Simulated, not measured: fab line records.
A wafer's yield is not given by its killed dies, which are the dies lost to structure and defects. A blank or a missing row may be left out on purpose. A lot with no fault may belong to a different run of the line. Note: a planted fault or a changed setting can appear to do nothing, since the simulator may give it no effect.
Matching of chambers -- flow sky130 -- SKY_SONOS_ONO_ETCH_15 on rieDiel-04: 4 sister chambers
The step etches the open film in CHF3/O2, target depth 19.52 nm, time 7.8 s. 14 wafers are shown with their chamber, then 7 later ones without.

## WAFERS WITH THEIR CHAMBER
wafer,chamber,drypumpMotorCurrentA (A),oesProductAu (a.u.),throttleValvePct (%)
L601.2,2,4.9,1.009,8.842
L601.4,3,6.2,1.000,8.824
L601.5,3,6.3,0.997,8.807
L604.1,0,6.2,1.004,8.821
L604.2,2,4.9,0.999,8.822
L604.6,2,4.9,1.011,8.826
L606.4,1,5.9,1.009,8.818
L606.5,1,5.9,1.003,8.826
L606.6,0,6.2,1.008,8.826
L612.1,1,5.9,1.007,8.820
L612.2,3,6.3,1.006,8.825
L612.3,2,4.9,1.014,8.826
L613.2,2,4.9,1.011,8.813
L613.4,1,5.9,0.996,8.833

SIGNATURES (averages over the wafers above)
reading,chamber 0,chamber 1,chamber 2,chamber 3,scatter within a chamber
drypumpMotorCurrentA,6.200,5.900,4.900,6.267,0.0258
oesProductAu,1.00600,1.00375,1.00880,1.00100,0.00531
throttleValvePct,8.82350,8.82425,8.82580,8.81867,0.00891
Rule: for a wafer and a chamber, the distance is found by dividing, reading by reading, the gap between the wafer's reading and the chamber's mean by the reading's scatter, squaring, summing and taking the root. If the next closest chamber is less than 2 further off than the closest, the wafer can't be placed; otherwise it belongs to the closest. How the scatter is found: for the shown wafers, subtract from each reading the mean of its chamber, square and add these, divide the total by (wafers less chambers), then take the root.

## WAFERS WHOSE CHAMBER IS MISSING
wafer,drypumpMotorCurrentA (A),oesProductAu (a.u.),throttleValvePct (%)
L613.6,4.9,1.026,8.828
L621.1,6.2,1.008,8.824
L621.2,4.9,1.015,8.822
L621.3,5.9,1.003,8.803
L622.1,5.8,1.004,8.833
L622.4,4.9,1.013,8.821
L622.6,5.8,1.003,8.817

## THE CHAMBER EACH PASSED THROUGH
wafer,from the rows above,in truth
L613.6,2,2
L621.1,0,0
L621.2,2,2
L621.3,1,1
L622.1,1,1
L622.4,2,2
L622.6,1,1
Correctly placed: 7 of 7. Can't be placed from these rows: 0. 0 placed wrongly.
